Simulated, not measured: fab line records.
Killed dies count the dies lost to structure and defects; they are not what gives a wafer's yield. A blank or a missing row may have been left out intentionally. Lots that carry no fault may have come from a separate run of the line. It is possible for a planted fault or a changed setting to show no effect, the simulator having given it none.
fab line records ; flow sfq-line
record lots=6; wafers=18; last-day=90
route steps=325 shown I0@47 M1@58
lots untouched by any fault: they come from a run of this same line in which no faults occurred
start-h: start of the lot's first displayed wafer, in hours after the record's first day ; wait-h: hours from the lot's prior step to this one ; " repeats the value in the row above ; L1.1+2: a row that stands for several wafers ; - value missing, or start not given ; * or withheld: withheld ; < > ~ a bound
route shown NAME@n: a module of which the file shows steps, and the number in the route of the first ; usual: average and standard deviation across the fault-free wafers ; same: alike in all rows ; chamber/n: place in a boat ; sites: each site's reading ; _std_site: standard deviation of those values ; _edge_site: inner sites' mean taken away from outer sites' mean ; radius-mm: for every site, how far away it sits from the centre of the wafer ; mask NAME#n: copy n ; behind: the last tool/chamber to shape the wafer ; hold: reason for holding the lot/hours on hold/outcome of the hold ; device: whichever transistor did not switch (one of n, p or np) ; end of line: the route-end tests of the same wafers ; a step with no rows: only its recipe ; killed: count of dies lost to structure and defects at first sort (not the wafer's yield) ; map: per-die view of a wafer (x killed, . not killed, _ where there is no die)
set.NAME: setting as actually run; set.NAME@STEP: the setting as run at that earlier step ; model.NAME: the simulator's own value behind a step, which no gauge read
lots seen at some steps along the route; tables by step, rows by wafer
services: the hour from which a tool's chamber was out of use, counted from the record's first day as start-h (under 0 if before that day), plus the number of hours and why
## steps
# step SFQ_TRILAYER_I0_VIA_LITHO_COAT_036
# recipe resist=BARC; spin-rpm=3000; resist-thk-nm=62
# step SFQ_TRILAYER_I0_VIA_LITHO_COAT_031
# recipe resist=KrF; spin-rpm=3000; resist-thk-nm=650
# step SFQ_TRILAYER_I0_VIA_LITHO_SOFTBAKE_035
# recipe temp-c=withheld; time-s=withheld; resist=KrF
# step SFQ_TRILAYER_I0_VIA_LITHO_EXPOSE_032
# recipe mask-id=I0; na=0.6; source-shape=conventional; sigma-outer=0.65; target-cd-nm=500; dose-mj=21.3
# step SFQ_TRILAYER_I0_VIA_LITHO_PEB_034
# recipe peb-temp-c=115; peb-time-s=60; resist=KrF
# step SFQ_TRILAYER_I0_VIA_LITHO_DEVELOP_033
# recipe time-s=60; resist=KrF
# step SFQ_I0_OVL_MEAS_908
# usual I0_OVL=1/5.2
lot.wafer;tool;chamber;start-h;wait-h;I0_OVL[nm]
L580.1;overlay-01;-;370.69;0.1;4
L580.2;overlay-01;-;370.69;0.1;4
L580.4;overlay-01;-;370.69;0.1;8
L581.3;overlay-02;-;380.90;0.1;-5
L581.4;overlay-02;-;380.90;0.1;-1
L581.6;overlay-02;-;380.90;0.1;-6
L582.1;overlay-02;-;385.69;0.1;-7
L582.5;overlay-02;-;385.69;0.1;1
L582.6;overlay-02;-;385.69;0.1;-4
L583.1;overlay-01;-;389.29;0.1;-4
L583.3;overlay-01;-;389.29;0.1;-8
L583.4;overlay-01;-;389.29;0.1;-12
L591.1;overlay-01;-;458.65;0.1;3
L591.3;overlay-01;-;458.65;0.1;-6
L591.6;overlay-01;-;458.65;0.1;-1
L592.1;overlay-01;-;461.85;0.1;-1
L592.3;overlay-01;-;461.85;0.1;3
L592.6;overlay-01;-;461.85;0.1;-1
# step SFQ_TRILAYER_I0_VIA_BARC_OPEN_VIA_ETCH_046
# recipe mask-material=PR; chemistry=O2; target-depth-nm=125; target=BARC; source-w=500; bias-w=80; pressure-mtorr=30; time-s=41.7
# usual drypump-motor-current-A=5.6/0.37; oes-product-au=0.685/0.0047
lot.wafer;tool;chamber;start-h;wait-h;drypump-motor-current-A;oes-product-au;rf-hours-counter-h
L580.1;rie-diel-01;1;370.73;0.0;5.8;0.681;3
L580.2;rie-diel-01;3;370.73;0.0;5.1;0.693;4
L580.4;rie-diel-01;0;370.73;0.0;5.4;0.691;113
L581.3;rie-diel-01;0;380.92;0.0;5.4;0.674;113
L581.4;rie-diel-01;0;380.92;0.0;5.4;0.686;-
L581.6;rie-diel-01;2;380.92;0.0;5.9;0.685;-
L582.1;rie-diel-02;1;385.72;0.0;4.9;0.692;5
L582.5;rie-diel-02;0;385.72;0.0;5.5;0.686;-
L582.6;rie-diel-02;1;385.72;0.0;4.9;0.681;-
L583.1;rie-diel-01;2;389.32;0.0;6.0;0.687;90
L583.3;rie-diel-01;0;389.32;0.0;5.4;0.681;113
L583.4;rie-diel-01;1;389.32;0.0;5.8;0.683;3
L591.1;rie-diel-04;3;458.69;0.0;6.2;0.680;3
L591.3;rie-diel-04;2;458.69;0.0;6.0;0.684;44
L591.6;rie-diel-04;3;458.69;0.0;6.3;0.688;-
L592.1;rie-diel-01;3;461.89;0.0;5.2;0.693;6
L592.3;rie-diel-01;1;461.89;0.0;5.8;0.688;4
L592.6;rie-diel-01;2;461.89;0.0;6.0;0.688;-
# step SFQ_TRILAYER_I0_VIA_ETCH_VIA_ETCH_034
# recipe target=SiO2; stop-on=Nb; mask-material=PR; taper-deg=20; chemistry=CHF3; target-depth-nm=260; source-w=500; bias-w=80; pressure-mtorr=30; time-s=withheld
# usual drypump-motor-current-A=5.6/0.37; oes-product-au=0.853/0.0054
lot.wafer;tool;chamber;start-h;wait-h;drypump-motor-current-A;oes-product-au
L580.1;rie-diel-01;1;370.77;0.0;5.8;0.850
L580.2;rie-diel-01;3;370.77;0.0;5.1;0.856
L580.4;rie-diel-01;0;370.77;0.0;5.4;0.844
L581.3;rie-diel-01;0;380.96;0.0;5.4;0.860
L581.4;rie-diel-01;0;380.96;0.0;5.4;0.856
L581.6;rie-diel-01;2;380.96;0.0;6.0;0.860
L582.1;rie-diel-02;1;385.76;0.0;4.9;0.847
L582.5;rie-diel-02;0;385.76;0.0;5.5;0.853
L582.6;rie-diel-02;1;385.76;0.0;4.9;0.854
L583.1;rie-diel-01;2;389.36;0.0;6.0;0.859
L583.3;rie-diel-01;0;389.36;0.0;5.4;0.856
L583.4;rie-diel-01;1;389.36;0.0;5.8;0.855
L591.1;rie-diel-04;3;458.73;0.0;6.3;0.850
L591.3;rie-diel-04;2;458.73;0.0;6.0;0.857
L591.6;rie-diel-04;3;458.73;0.0;6.2;0.857
L592.1;rie-diel-01;3;461.93;0.0;5.1;0.858
L592.3;rie-diel-01;1;461.93;0.0;5.8;0.848
L592.6;rie-diel-01;2;461.93;0.0;6.0;0.857
# step SFQ_TRILAYER_I0_VIA_STRIP_STRIP_035
# recipe gas=O2; power-w=200; platen-temp-c=40; overash-fraction=0.65; chemistry=O2; pressure-mtorr=50
# usual drypump-motor-current-A=5.6/0.4; oes-product-au=1.000/0.0095
lot.wafer;tool;chamber;start-h;wait-h;drypump-motor-current-A;oes-product-au;rf-hours-counter-h
L580.1;rie-metal-01;1;370.88;-;6.7;0.988;122
L580.2;rie-metal-01;0;370.88;-;5.1;1.003;155
L580.4;rie-metal-01;0;370.88;-;5.1;1.009;-
L581.3;rie-metal-04;0;381.28;-;5.7;1.004;-
L581.4;rie-metal-04;1;381.28;-;5.9;0.994;-
L581.6;rie-metal-04;0;381.28;-;5.7;1.007;-
L582.1;rie-metal-04;0;385.88;-;5.7;1.013;128
L582.5;rie-metal-04;0;385.88;-;5.7;1.011;-
L582.6;rie-metal-04;1;385.88;-;5.9;1.001;-
L583.1;rie-metal-04;0;389.48;-;5.7;1.015;128
L583.3;rie-metal-04;0;389.48;-;5.7;1.005;-
L583.4;rie-metal-04;1;389.48;-;5.9;0.999;-
L591.1;rie-metal-04;1;458.84;-;5.9;0.996;27
L591.3;rie-metal-04;0;458.84;-;5.7;1.004;-
L591.6;rie-metal-04;1;458.84;-;5.9;0.995;-
L592.1;rie-metal-04;0;462.04;-;5.7;1.004;140
L592.3;rie-metal-04;0;462.04;-;5.7;0.998;-
L592.6;rie-metal-04;0;462.04;-;5.7;0.996;-
# step SFQ_TRILAYER_I0_VIA_STRIP_SOLV_CLEAN_036
# recipe chemistry=NMP; temp-c=70; time-s=600
# step SFQ_TRILAYER_M1_DEP_PRE_CLEAN_038
# recipe gas=Ar; time-s=22.5; bias-v=250
# step SFQ_TRILAYER_M1_DEP_SPUTTER_037
# recipe material=Nb; base-pressure-pa=1.33e-06; chamber-pressure-pa=0.1333; substrate-temp-c=20; resputter-cathode-voltage-v=400; target-thk-nm=200; power-w=2000; time-s=133.3
# usual base-pressure-pa=1.31e-06/9.2e-08; cathode-dc-power-W=2000.0/0.33; throttle-valve-pct=30.1/1.2
lot.wafer;tool;chamber;start-h;wait-h;base-pressure-pa;cathode-dc-power-W;throttle-valve-pct
L580.1;pvd-sputter-03;-;371.69;0.0;1.36e-06;2000.0;29.0
L580.2;pvd-sputter-03;-;371.69;0.0;1.27e-06;2000.3;29.6
L580.4;pvd-sputter-03;-;371.69;0.0;1.27e-06;1999.5;31.1
L581.3;pvd-sputter-06;-;381.88;0.0;-;-;-
L581.4;pvd-sputter-06;-;381.88;0.0;-;-;-
L581.6;pvd-sputter-06;-;381.88;0.0;-;-;-
L582.1;pvd-sputter-04;-;386.68;0.0;-;-;-
L582.5;pvd-sputter-04;-;386.68;0.0;-;-;-
L582.6;pvd-sputter-04;-;386.68;0.0;-;-;-
L583.1;pvd-sputter-03;-;390.28;0.0;1.35e-06;2000.1;28.8
L583.3;pvd-sputter-03;-;390.28;0.0;1.26e-06;2000.3;30.0
L583.4;pvd-sputter-03;-;390.28;0.0;1.16e-06;2000.0;28.8
L591.1;pvd-sputter-06;-;459.65;0.0;1.21e-06;1999.6;31.8
L591.3;pvd-sputter-06;-;459.65;0.0;1.37e-06;1999.7;29.4
L591.6;pvd-sputter-06;-;459.65;0.0;1.25e-06;2000.6;30.4
L592.1;pvd-sputter-04;-;462.85;0.0;1.25e-06;2000.3;30.9
L592.3;pvd-sputter-04;-;462.85;0.0;1.4e-06;1999.4;31.2
L592.6;pvd-sputter-04;-;462.85;0.0;1.2e-06;1999.3;28.3
# step SFQ_M1_RS_MEAS_909
# recipe thk-meas-gauge=four-point-probe; reads=Nb_of_TRILAYER_M1_DEP_SPUTTER_037
# usual M1_NB_RS=0.889/0.01
lot.wafer;tool;chamber;start-h;wait-h;M1_NB_RS[ohm/sq]
L580.1;film-metro-02;-;371.78;0.0;0.887
L580.2;film-metro-02;-;371.78;0.0;0.901
L580.4;film-metro-02;-;371.78;0.0;0.903
L581.3;film-metro-04;-;382.01;0.1;-
L581.4;film-metro-04;-;382.01;0.1;-
L581.6;film-metro-04;-;382.01;0.1;-
L582.1;film-metro-02;-;386.77;0.0;-
L582.5;film-metro-02;-;386.77;0.0;-
L582.6;film-metro-02;-;386.77;0.0;-
L583.1;film-metro-04;-;390.37;0.0;0.873
L583.3;film-metro-04;-;390.37;0.0;0.895
L583.4;film-metro-04;-;390.37;0.0;0.883
L591.1;film-metro-04;-;459.74;0.0;0.885
L591.3;film-metro-04;-;459.74;0.0;0.890
L591.6;film-metro-04;-;459.74;0.0;0.898
L592.1;film-metro-02;-;462.94;0.0;0.891
L592.3;film-metro-02;-;462.94;0.0;0.888
L592.6;film-metro-02;-;462.94;0.0;0.892
# step SFQ_TRILAYER_M1_LITHO_COAT_044
# recipe resist=BARC; spin-rpm=3000; resist-thk-nm=62
# step SFQ_TRILAYER_M1_LITHO_COAT_039
# recipe resist=KrF; spin-rpm=3000; resist-thk-nm=600
# step SFQ_TRILAYER_M1_LITHO_SOFTBAKE_043
# recipe temp-c=withheld; time-s=withheld; resist=KrF
# step SFQ_TRILAYER_M1_LITHO_EXPOSE_040
# recipe mask-id=M1; na=0.6; source-shape=conventional; sigma-outer=0.65; target-cd-nm=500; dose-mj=14.4
# step SFQ_TRILAYER_M1_LITHO_PEB_042
# recipe peb-temp-c=115; peb-time-s=60; resist=KrF
# step SFQ_TRILAYER_M1_LITHO_DEVELOP_041
# recipe time-s=60; resist=KrF
# step SFQ_M1_OVL_MEAS_911
# usual M1_OVL=3/5.8
lot.wafer;tool;chamber;start-h;wait-h;M1_OVL[nm]
L580.1;overlay-02;-;479.41;0.1;10
L580.2;overlay-02;-;479.41;0.1;6
L580.4;overlay-02;-;479.41;0.1;9
L581.3;overlay-02;-;492.90;0.1;9
L581.4;overlay-02;-;492.90;0.1;9
L581.6;overlay-02;-;492.90;0.1;12
L582.1;overlay-02;-;501.29;0.1;5
L582.5;overlay-02;-;501.29;0.1;4
L582.6;overlay-02;-;501.29;0.1;7
L583.1;overlay-01;-;510.14;0.1;-3
L583.3;overlay-01;-;510.14;0.1;2
L583.4;overlay-01;-;510.14;0.1;-5
L591.1;overlay-02;-;581.61;0.1;-4
L591.3;overlay-02;-;581.61;0.1;-4
L591.6;overlay-02;-;581.61;0.1;-8
L592.1;overlay-02;-;587.75;0.1;6
L592.3;overlay-02;-;587.75;0.1;7
L592.6;overlay-02;-;587.75;0.1;4
# step SFQ_TRILAYER_M1_BARC_OPEN_METAL_ETCH_054
# recipe mask-material=PR; chemistry=O2; target-depth-nm=125; target=BARC; icp-w=600; bias-w=80; pressure-mtorr=10; time-s=41.7
# usual drypump-motor-current-A=5.6/0.67; oes-product-au=0.685/0.0053
lot.wafer;tool;chamber;start-h;wait-h;drypump-motor-current-A;oes-product-au;rf-hours-counter-h
L580.1;rie-metal-02;1;479.45;0.0;5.7;0.681;146
L580.2;rie-metal-02;0;479.45;0.0;5.1;0.691;14
L580.4;rie-metal-02;0;479.45;0.0;5.0;0.688;-
L581.3;rie-metal-01;1;492.94;0.0;6.6;0.688;-
L581.4;rie-metal-01;0;492.94;0.0;5.1;0.684;-
L581.6;rie-metal-01;1;492.94;0.0;6.7;0.685;-
L582.1;rie-metal-01;1;501.32;0.0;6.6;0.688;149
L582.5;rie-metal-01;0;501.32;0.0;5.1;0.688;-
L582.6;rie-metal-01;1;501.32;0.0;6.6;0.693;-
L583.1;rie-metal-02;0;510.18;0.0;5.0;0.684;17
L583.3;rie-metal-02;1;510.18;0.0;5.7;0.672;-
L583.4;rie-metal-02;0;510.18;0.0;5.0;0.682;-
L591.1;rie-metal-01;1;581.65;0.0;6.7;0.682;2
L591.3;rie-metal-01;1;581.65;0.0;6.7;0.684;-
L591.6;rie-metal-01;1;581.65;0.0;6.7;0.689;-
L592.1;rie-metal-01;1;587.78;0.0;6.6;0.684;5
L592.3;rie-metal-01;1;587.78;0.0;6.7;0.689;-
L592.6;rie-metal-01;1;587.78;0.0;6.6;0.689;-
# step SFQ_TRILAYER_M1_ETCH_METAL_ETCH_042
# recipe target=Nb; stop-on=SiO2; mask-material=PR; chemistry=Cl2/Ar; target-depth-nm=240; icp-w=600; bias-w=80; pressure-mtorr=10; time-s=120
# usual drypump-motor-current-A=5.6/0.67; oes-product-au=0.894/0.0073
lot.wafer;tool;chamber;start-h;wait-h;drypump-motor-current-A;oes-product-au;rf-hours-counter-h
L580.1;rie-metal-02;1;479.51;0.0;5.7;0.899;146
L580.2;rie-metal-02;0;479.51;0.0;5.0;0.880;14
L580.4;rie-metal-02;0;479.51;0.0;5.0;0.888;-
L581.3;rie-metal-01;1;493.02;0.1;6.6;0.375;-
L581.4;rie-metal-01;0;493.02;0.1;5.1;0.372;-
L581.6;rie-metal-01;1;493.02;0.1;6.6;0.371;-
L582.1;rie-metal-01;1;501.38;0.0;6.7;0.382;149
L582.5;rie-metal-01;0;501.38;0.0;5.1;0.374;-
L582.6;rie-metal-01;1;501.38;0.0;6.7;0.372;-
L583.1;rie-metal-02;0;510.24;0.0;5.0;0.906;17
L583.3;rie-metal-02;1;510.24;0.0;5.7;0.895;-
L583.4;rie-metal-02;0;510.24;0.0;5.0;0.895;-
L591.1;rie-metal-01;1;581.77;0.1;6.6;0.889;2
L591.3;rie-metal-01;1;581.77;0.1;6.6;0.895;-
L591.6;rie-metal-01;1;581.77;0.1;6.6;0.891;-
L592.1;rie-metal-01;1;587.84;0.0;6.7;0.887;5
L592.3;rie-metal-01;1;587.84;0.0;6.6;0.895;-
L592.6;rie-metal-01;1;587.84;0.0;6.7;0.887;-
# step SFQ_TRILAYER_M1_STRIP_STRIP_043
# recipe gas=O2; power-w=200; platen-temp-c=40; overash-fraction=0.65; chemistry=O2; pressure-mtorr=50
# usual drypump-motor-current-A=5.6/0.67; oes-product-au=0.995/0.0096
lot.wafer;tool;chamber;start-h;wait-h;drypump-motor-current-A;oes-product-au;rf-hours-counter-h
L580.1;rie-metal-02;1;479.63;0.1;5.7;0.997;146
L580.2;rie-metal-02;0;479.63;0.1;5.0;0.986;14
L580.4;rie-metal-02;0;479.63;0.1;5.0;0.987;-
L581.3;rie-metal-01;1;493.31;0.2;6.6;0.971;-
L581.4;rie-metal-01;0;493.31;0.2;5.1;0.997;-
L581.6;rie-metal-01;1;493.31;0.2;6.6;0.975;-
L582.1;rie-metal-01;1;501.51;0.1;6.6;0.972;149
L582.5;rie-metal-01;0;501.51;0.1;5.1;0.982;-
L582.6;rie-metal-01;1;501.51;0.1;6.7;0.977;-
L583.1;rie-metal-02;0;510.36;0.1;5.0;0.985;17
L583.3;rie-metal-02;1;510.36;0.1;5.7;0.987;-
L583.4;rie-metal-02;0;510.36;0.1;5.0;0.990;-
L591.1;rie-metal-01;1;582.02;0.2;6.6;1.006;3
L591.3;rie-metal-01;1;582.02;0.2;6.7;1.004;-
L591.6;rie-metal-01;1;582.02;0.2;6.7;0.999;-
L592.1;rie-metal-01;1;587.97;0.1;6.6;0.990;5
L592.3;rie-metal-01;1;587.97;0.1;6.7;0.985;-
L592.6;rie-metal-01;1;587.97;0.1;6.6;1.003;-
## services
tool;chamber;start-h;hours;kind
rie-diel-02;3;349.63;18.6;repair
rie-diel-04;-;371.02;0.4;repair
rie-metal-02;-;371.76;4.3;pm
rie-diel-01;1;377.82;11.1;repair
rie-diel-04;1;397.38;8.4;repair
rie-metal-04;-;409.28;1.4;pm
pvd-sputter-03;-;411.05;4.5;repair
rie-diel-02;3;413.20;11.7;repair
pvd-sputter-06;-;423.34;35.6;repair
pvd-sputter-04;-;433.68;1.1;repair
rie-diel-01;3;436.16;7.3;repair
rie-metal-04;1;466.97;17.7;repair
rie-diel-01;0;474.69;10.5;repair
rie-metal-01;0;495.49;4.0;repair
rie-diel-01;2;500.47;5.5;repair
rie-diel-04;0;509.84;5.5;repair
rie-diel-04;-;512.22;15.6;pm
rie-metal-02;0;525.19;1.5;repair
pvd-sputter-04;-;527.06;0.7;repair
rie-metal-02;-;548.38;2.3;repair
rie-metal-02;-;571.03;14.6;pm
rie-metal-04;1;575.72;9.4;repair
rie-diel-01;3;578.28;5.5;repair
rie-metal-01;0;581.34;4.3;repair
## key
first-sign step=SFQ_TRILAYER_M1_DEP_SPUTTER_037; reading=tool-record; direction=missing
effect step=SFQ_M1_RS_MEAS_909; reading=M1_NB_RS; direction=missing
effect step=SFQ_TRILAYER_M1_ETCH_METAL_ETCH_042; reading=oes-product-au; direction=down; sigmas=71; usual=0.894; struck=0.374
met-at SFQ_TRILAYER_M1_DEP_SPUTTER_037
struck-wafers L581.3,L581.4,L581.6,L582.1,L582.5,L582.6
fault kind=skipped-step-whole; tool=pvd-sputter-04,pvd-sputter-06; chamber=-; onset-h=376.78; steps=SFQ_TRILAYER_M1_DEP_SPUTTER_037; scope=struck-lots-only
